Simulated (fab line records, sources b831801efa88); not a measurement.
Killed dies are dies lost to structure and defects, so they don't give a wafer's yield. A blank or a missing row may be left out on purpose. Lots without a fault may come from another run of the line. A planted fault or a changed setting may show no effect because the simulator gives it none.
Which tool did it? | flow gf180mcu | 14 lots, 42 wafers sampled, at 3 steps of a route of 602

WHAT THE GAUGES READ, wafer by wafer
GF_POLY_GATE_THK_MEAS_01.
lot  | measured     | on            | POLY_GATE_CVD_00_THK (nm)
L167 | day 8 12:40  | film_metro-01 | 203.3 201.4 202.6
L168 | day 8 22:02  | film_metro-04 | 201.5 203.1 202.4
L169 | day 8 23:26  | film_metro-02 | 200.7 202.1 201.2
L170 | day 9 04:52  | film_metro-04 | 200.3 199.6 199.5
L171 | day 9 12:47  | film_metro-01 | 203.9 203.4 202.2
L172 | day 9 16:16  | film_metro-02 | 216.8 216.8 217.1
L174 | day 10 04:23 | film_metro-04 | 217.0 216.6 216.4
L182 | day 12 16:29 | film_metro-01 | 196.9 197.6 196.4
L183 | day 13 03:37 | film_metro-04 | 201.2 200.4 200.2
L185 | day 13 14:39 | film_metro-01 | 199.2 198.2 200.0
L187 | day 14 11:01 | film_metro-01 | 200.0 200.9 200.6
L188 | day 15 05:13 | film_metro-04 | 200.0 198.2 199.5
L189 | day 15 08:44 | film_metro-02 | 197.1 195.0 195.5
L190 | day 15 18:10 | film_metro-04 | 199.9 199.2 200.0

GF_V1_BOW_MEAS_05.
lot  | measured     | on            | V1_BOW (um)
L167 | day 17 02:59 | film_metro-03 | 94 72 76
L168 | day 17 14:01 | film_metro-01 | 81 72 84
L169 | day 17 18:58 | film_metro-01 | 85 87 81
L170 | day 18 05:23 | film_metro-03 | 90 82 85
L171 | day 18 11:56 | film_metro-01 | 82 87 82
L172 | day 18 15:37 | film_metro-03 | 84 81 85
L174 | day 19 12:19 | film_metro-01 | 84 85 83
L182 | day 22 13:11 | film_metro-01 | 74 85 91
L183 | day 23 02:32 | film_metro-02 | 80 78 91
L185 | day 23 13:42 | film_metro-02 | 83 94 86
L187 | day 24 10:17 | film_metro-02 | 86 76 85
L188 | day 25 07:06 | film_metro-02 | 78 80 66
L189 | day 25 08:52 | film_metro-02 | 93 88 88
L190 | day 25 21:51 | film_metro-03 | 79 77 68

WHICH TOOL RAN EACH LOT (tool, then ch and the chambers of the sampled wafers, then the start)
lot  | GF_POLY_GATE_CVD_00
L167 | lpcvd-02 ch 0, day 8 11:20
L168 | lpcvd-01 ch 1, day 8 20:41
L169 | lpcvd-01 ch 0, day 8 22:05
L170 | lpcvd-01 ch 0, day 9 03:31
L171 | lpcvd-01 ch 0, day 9 11:26
L172 | lpcvd-01 ch 1, day 9 14:56
L174 | lpcvd-01 ch 0, day 10 03:04
L182 | lpcvd-01 ch 1, day 12 14:28
L183 | lpcvd-01 ch 1, day 13 02:17
L185 | lpcvd-01 ch 0, day 13 13:19
L187 | lpcvd-02 ch 0, day 14 09:40
L188 | lpcvd-01 ch 0, day 15 03:52
L189 | lpcvd-01 ch 0, day 15 07:24
L190 | lpcvd-02 ch 0, day 15 16:49
- GF_POLY_GATE_CVD_00: deposits poly-Si, target thk 200 nm, time 1200 s.

WHAT THE TOOLS THEMSELVES READ (means of the sampled wafers that have a number; where no wafer has one, the mark that the record gives instead)
GF_POLY_GATE_CVD_00.
lot  | tool     | spike_tc_upper_C (C)
L167 | lpcvd-02 | 618.6
L168 | lpcvd-01 | 620.6
L169 | lpcvd-01 | 618.2
L170 | lpcvd-01 | 619.6
L171 | lpcvd-01 | 619.8
L172 | lpcvd-01 | 620.4
L174 | lpcvd-01 | 620.1
L182 | lpcvd-01 | 620.1
L183 | lpcvd-01 | 620.8
L185 | lpcvd-01 | 619.2
L187 | lpcvd-02 | 617.6
L188 | lpcvd-01 | 619.1
L189 | lpcvd-01 | 620.0
L190 | lpcvd-02 | 618.0

THE ANSWER, worked out from the rows above alone
Rule: what is usual is taken from the lots themselves. Put in order of their means at a reading, lots are off if they are a third of the lots or fewer, leave a main group of 4 or more, and stand apart from it by a gap of 3 or more times the standard deviation of the main group's means; of several such gaps the widest counts. A main group whose means are all the same, to the digits that the tables above print for the reading, isn't used. A lot without any number at a reading at which 4 lots or more have one is off too. The other lots that the step has rows for count as sound. The gauges are gone through in route order, then the tools' own readings, and for those a lot's mean is taken as printed above. The first step at which some lot is off is used, and at that step the reading that is off furthest; a lot without a number counts as furthest.
Off: L172, L174, at GF_POLY_GATE_THK_MEAS_01 (POLY_GATE_CVD_00_THK). The main group: mean 200.1 nm, standard deviation 2.1.
A tool fits if, at a process step before that reading, it ran every lot that is off, and no sound lot after the first of them. The gauges at GF_POLY_GATE_THK_MEAS_01 are tried like those tools. None of those tried fits.

WHAT THE SIMULATOR HAD PUT IN
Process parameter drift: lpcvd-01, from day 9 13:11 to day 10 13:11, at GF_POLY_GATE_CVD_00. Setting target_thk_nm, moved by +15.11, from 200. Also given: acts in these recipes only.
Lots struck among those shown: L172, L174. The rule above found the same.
